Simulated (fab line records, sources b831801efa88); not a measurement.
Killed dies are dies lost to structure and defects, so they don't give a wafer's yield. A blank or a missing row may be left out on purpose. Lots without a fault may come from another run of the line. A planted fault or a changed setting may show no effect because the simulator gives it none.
fab line records | flow sky130
record lots=13 wafers=39 last_day=50
route steps=708 shown LOCAL_INTERCONNECT@387
lots that met no fault: from a run of the same line without faults
start_h: hours from the record's first day to the start of the lot's first wafer shown | wait_h: hours since the lot's step before | " the same as in the row above | L1.1+2: a row that stands for several wafers | - no value, or no start given | * or withheld: withheld | < > ~ a bound
route shown NAME@n: a module of which the file shows steps, and the number in the route of the first | usual: mean/standard deviation of fault-free wafers | same: alike in all rows | chamber/n: place in a boat | sites: the reading at each site | _std_site: their standard deviation | _edge_site: outer sites' mean less inner sites' | radius_mm: how far each site lies from the wafer's centre | mask NAME#n: copy n | behind: the tool/chamber that last shaped the wafer | hold: why the lot was held/for how many hours/how that ended | device: the transistor (n, p or np) that didn't switch | end of line: the same wafers' tests at the end of the route | a step without rows: its recipe alone | killed: dies lost to structure and defects at the first sort, not the wafer's yield | map: a wafer's dies, x killed, . not, _ none there
set.NAME: the setting as run; set.NAME@STEP: as run at that earlier step | model.NAME: the simulator's own value behind a step, which no gauge read
steps of the route over a sample of lots; a table a step, a row a wafer
services: from which hour (start_h, from the record's first day; less than 0 if before it) a tool's chamber was out of use, for how many hours, and why
## steps
# step SKY_LOCAL_INTERCONNECT_SPUTTER_00
# recipe material=TiN target_thk_nm=100 temp_c=300 power_w=6500 time_s=83.3 chamber_pressure_pa=0.4
# usual cathode_dc_power_W=6499.9/1.1 throttle_valve_pct=29.8/0.75
# columns lot.wafer tool chamber start_h wait_h cathode_dc_power_W throttle_valve_pct
L385.3 pvd_sputter-01 - 693.64 0.1 6500.3 28.9
L385.4 " - " " 6501.1 29.4
L385.6 " - " " 6500.6 28.9
L386.1 pvd_sputter-02 - 699.14 0.2 6498.9 29.1
L386.2 " - " " 6500.4 30.3
L386.6 " - " " 6498.3 29.0
L387.4 pvd_sputter-02 - 727.16 0.1 6499.7 30.9
L387.5 " - " " 6501.2 30.4
L387.6 " - " " 6499.2 30.9
L388.3 pvd_sputter-02 - 735.94 0.2 6498.9 30.5
L388.5 " - " " 6498.5 30.4
L388.6 " - " " 6502.4 29.1
L389.1 pvd_sputter-02 - 752.10 0.1 6502.1 31.2
L389.4 " - " " 6500.0 29.3
L389.6 " - " " 6501.1 30.2
L391.1 pvd_sputter-01 - 757.85 0.2 6499.2 28.4
L391.2 " - " " 6500.4 29.9
L391.5 " - " " 6499.5 29.7
L392.2 pvd_sputter-01 - 777.91 0.1 6498.9 29.9
L392.4 " - " " 6497.5 28.9
L392.6 " - " " 6500.5 28.9
L398.3 pvd_sputter-01 - 797.40 0.2 6499.0 28.8
L398.4 " - " " 6498.4 29.0
L398.6 " - " " 6501.0 29.7
L400.3 pvd_sputter-01 - 806.19 0.2 6497.5 29.5
L400.5 " - " " 6500.8 28.8
L400.6 " - " " 6499.4 29.7
L401.2 pvd_sputter-01 - 815.54 0.1 6500.4 28.9
L401.3 " - " " 6500.9 29.8
L401.4 " - " " 6500.9 29.5
L403.2 pvd_sputter-02 - 848.05 0.2 6499.7 31.0
L403.4 " - " " 6499.0 30.3
L403.5 " - " " 6500.6 30.4
L405.2 pvd_sputter-04 - 848.52 0.1 6498.0 30.0
L405.4 " - " " 6498.9 30.9
L405.6 " - " " 6499.3 29.2
L406.1 pvd_sputter-04 - 858.88 0.1 6500.3 30.2
L406.3 " - " " 6501.3 30.7
L406.4 " - " " 6498.7 30.1
# step SKY_LOCAL_INTERCONNECT_RS_MEAS_01
# recipe thk_meas_gauge=four-point-probe reads=TiN_of_LOCAL_INTERCONNECT_SPUTTER_00
# usual LOCAL_INTERCONNECT_TIN_RS=14.08/0.14
# columns lot.wafer tool chamber start_h wait_h LOCAL_INTERCONNECT_TIN_RS[ohm/sq]
L385.3 film_metro-04 - 693.74 0.1 14.06
L385.4 " - " " 14.16
L385.6 " - " " 14.01
L386.1 film_metro-03 - 699.20 0.0 13.95
L386.2 " - " " 13.88
L386.6 " - " " 13.97
L387.4 film_metro-01 - 727.29 0.1 14.14
L387.5 " - " " 14.18
L387.6 " - " " 14.27
L388.3 film_metro-04 - 736.04 0.1 14.12
L388.5 " - " " 14.14
L388.6 " - " " 14.00
L389.1 film_metro-04 - 752.17 0.0 14.03
L389.4 " - " " 14.16
L389.6 " - " " 14.17
L391.1 film_metro-03 - 757.91 0.0 14.15
L391.2 " - " " 14.14
L391.5 " - " " 14.05
L392.2 film_metro-03 - 777.99 0.1 13.95
L392.4 " - " " 13.97
L392.6 " - " " 14.03
L398.3 film_metro-03 - 797.50 0.1 18.95
L398.4 " - " " 13.90
L398.6 " - " " 13.99
L400.3 film_metro-01 - 806.29 0.1 14.08
L400.5 " - " " 18.65
L400.6 " - " " 13.90
L401.2 film_metro-03 - 815.62 0.1 18.99
L401.3 " - " " 14.05
L401.4 " - " " 14.17
L403.2 film_metro-01 - 848.13 0.1 14.27
L403.4 " - " " 14.26
L403.5 " - " " 14.15
L405.2 film_metro-04 - 848.61 0.1 14.38
L405.4 " - " " 14.21
L405.6 " - " " 14.16
L406.1 film_metro-04 - 858.95 0.0 14.12
L406.3 " - " " 14.07
L406.4 " - " " 14.08
# step SKY_LOCAL_INTERCONNECT_THK_MEAS_02
# recipe thk_meas_gauge=xrf reads=TiN_of_LOCAL_INTERCONNECT_SPUTTER_00
# usual LOCAL_INTERCONNECT_TIN_THK=101.6/1.1
# columns lot.wafer tool chamber start_h wait_h LOCAL_INTERCONNECT_TIN_THK[nm]
L385.3 film_metro-04 - 693.84 0.1 102.1
L385.4 " - " " 101.3
L385.6 " - " " 102.3
L386.1 film_metro-03 - 699.32 0.1 102.7
L386.2 " - " " 103.3
L386.6 " - " " 102.8
L387.4 film_metro-01 - 727.38 0.1 101.2
L387.5 " - " " 100.8
L387.6 " - " " 100.2
L388.3 film_metro-04 - 736.14 0.1 101.6
L388.5 " - " " 101.4
L388.6 " - " " 102.1
L389.1 film_metro-04 - 752.29 0.1 102.7
L389.4 " - " " 101.7
L389.6 " - " " 101.9
L391.1 film_metro-03 - 758.03 0.1 101.6
L391.2 " - " " 101.5
L391.5 " - " " 102.0
L392.2 film_metro-03 - 778.10 0.1 103.3
L392.4 " - " " 102.2
L392.6 " - " " 101.7
L398.3 film_metro-03 - 797.60 0.1 76.5
L398.4 " - " " 103.0
L398.6 " - " " 102.5
L400.3 film_metro-01 - 806.39 0.1 100.8
L400.5 " - " " 77.6
L400.6 " - " " 102.9
L401.2 film_metro-03 - 815.73 0.1 76.4
L401.3 " - " " 102.0
L401.4 " - " " 100.8
L403.2 film_metro-01 - 848.24 0.1 99.8
L403.4 " - " " 99.7
L403.5 " - " " 100.6
L405.2 film_metro-04 - 848.72 0.1 99.7
L405.4 " - " " 100.7
L405.6 " - " " 100.5
L406.1 film_metro-04 - 859.07 0.1 100.9
L406.3 " - " " 101.5
L406.4 " - " " 101.9
# step SKY_LOCAL_INTERCONNECT_METAL_ETCH_14
# recipe target_depth_nm=110 stop_on=PSG chemistry=Cl2/BCl3 target=TiN resist_sidewall_deg=88 pressure_mtorr=10 icp_w=900 bias_w=48.5 Cl2_flow_sccm=60 bcl3_flow_sccm=30 time_s=31.4
# usual drypump_motor_current_A=6.0/0.31 oes_product_au=0.944/0.007 throttle_valve_pct=21.899/0.0094
# columns lot.wafer tool chamber start_h wait_h drypump_motor_current_A oes_product_au rf_hours_counter_h throttle_valve_pct
L385.3 rie_metal-02 1 721.20 0.0 6.5 0.946 - 21.887
L385.4 " 0 " " 6.0 0.946 - 21.913
L385.6 " 1 " " 6.5 0.954 - 21.895
L386.1 rie_metal-02 0 726.93 0.0 6.0 0.951 2 21.898
L386.2 " 1 " " 6.5 0.960 4 21.894
L386.6 " 0 " " 6.0 0.949 - 21.893
L387.4 rie_metal-01 0 755.50 0.0 5.4 0.948 - 21.902
L387.5 " 1 " " 6.0 0.934 - 21.897
L387.6 " 0 " " 5.4 0.934 - 21.897
L388.3 rie_metal-02 1 763.20 0.0 6.4 0.941 - 21.893
L388.5 " 1 " " 6.4 0.943 - 21.911
L388.6 " 0 " " 6.0 0.952 - 21.907
L389.1 rie_metal-01 0 779.03 0.0 5.4 0.948 10 21.891
L389.4 " 0 " " 5.4 0.941 - 21.895
L389.6 " 0 " " 5.4 0.938 - 21.900
L391.1 rie_metal-02 0 785.33 0.0 6.0 0.932 4 21.892
L391.2 " 1 " " 6.4 0.945 6 21.889
L391.5 " 1 " " 6.4 0.941 - 21.906
L392.2 rie_metal-02 1 804.48 0.0 6.5 0.952 6 21.883
L392.4 " 0 " " 6.0 0.956 - 21.885
L392.6 " 1 " " 6.5 0.949 - 21.877
L398.3 rie_metal-04 0 824.50 0.0 5.9 0.801 - 21.980
L398.4 " 1 " " 5.9 0.943 - 21.906
L398.6 " 1 " " 5.9 0.945 - 21.910
L400.3 rie_metal-04 0 833.05 0.0 5.8 0.943 - 21.904
L400.5 " 1 " " 5.9 0.810 - 21.992
L400.6 " 0 " " 5.8 0.951 - 21.898
L401.2 rie_metal-02 0 843.28 0.0 6.0 0.799 6 21.986
L401.3 " 1 " " 6.5 0.946 - 21.917
L401.4 " 0 " " 6.0 0.938 - 21.909
L403.2 rie_metal-04 0 874.48 0.0 5.8 0.931 16 21.897
L403.4 " 1 " " 5.9 0.946 - 21.897
L403.5 " 0 " " 5.8 0.938 - 21.898
L405.2 rie_metal-02 0 875.43 0.0 6.0 0.926 8 21.904
L405.4 " 0 " " 6.0 0.936 - 21.916
L405.6 " 0 " " 6.0 0.942 - 21.895
L406.1 rie_metal-04 1 885.16 0.1 5.9 0.943 16 21.889
L406.3 " 0 " " 5.9 0.945 - 21.894
L406.4 " 1 " " 5.9 0.943 - 21.891
## services
# columns tool chamber start_h hours kind
pvd_sputter-04 - 699.90 0.9 repair
pvd_sputter-01 - 709.45 0.7 repair
pvd_sputter-01 - 716.01 4.8 repair
pvd_sputter-04 - 718.99 1.7 repair
pvd_sputter-04 - 719.05 5.3 repair
rie_metal-04 1 733.09 10.6 repair
pvd_sputter-02 1 748.13 - consumable_replace:kit
pvd_sputter-02 1 748.13 18.0 scheduled_down
pvd_sputter-02 1 748.13 18.0 vent_cycle
pvd_sputter-01 - 771.96 0.9 repair
pvd_sputter-04 - 791.48 1.2 repair
rie_metal-04 1 797.40 19.0 repair
rie_metal-02 - 800.29 2.8 pm
rie_metal-01 1 806.92 - clean
rie_metal-01 1 806.92 17.9 scheduled_down
rie_metal-01 1 806.92 17.9 vent_cycle
pvd_sputter-01 3 821.70 - consumable_replace:kit
pvd_sputter-01 3 821.70 18.0 scheduled_down
pvd_sputter-01 3 821.70 18.0 vent_cycle
pvd_sputter-01 - 822.87 1.8 repair
rie_metal-01 - 838.54 6.7 repair
rie_metal-04 1 845.53 5.7 repair
rie_metal-04 - 857.83 14.6 pm
rie_metal-01 0 859.90 4.0 repair
## key
first_sign step=SKY_LOCAL_INTERCONNECT_RS_MEAS_01 reading=LOCAL_INTERCONNECT_TIN_RS direction=up sigmas=34 usual=14.08 struck=18.86
effect step=SKY_LOCAL_INTERCONNECT_THK_MEAS_02 reading=LOCAL_INTERCONNECT_TIN_THK direction=down sigmas=23 usual=101.6 struck=76.8
effect step=SKY_LOCAL_INTERCONNECT_METAL_ETCH_14 reading=oes_product_au direction=down sigmas=20 usual=0.944 struck=0.803
met_at SKY_LOCAL_INTERCONNECT_SPUTTER_00
struck_lots L398,L400,L401
struck_wafers L398.3,L400.5,L401.2
tester_left_out L398,L400,L401
onset_between 777.91 797.40
fault kind=process_parameter_drift tool=pvd_sputter-01 chamber=- onset_h=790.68 steps=SKY_LOCAL_INTERCONNECT_SPUTTER_00 channel=time_s offset=* shape=step end_h=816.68 acts_in=* stated=* scope=struck_wafers_only
# tester_left_out: of these lots the tester's yield and bins aren't shown, on N5 and GAA mostly nor the transistor test; their killed dies are dies lost to structure and defects alone, not to doping, threshold or leakage, so they don't give the yield
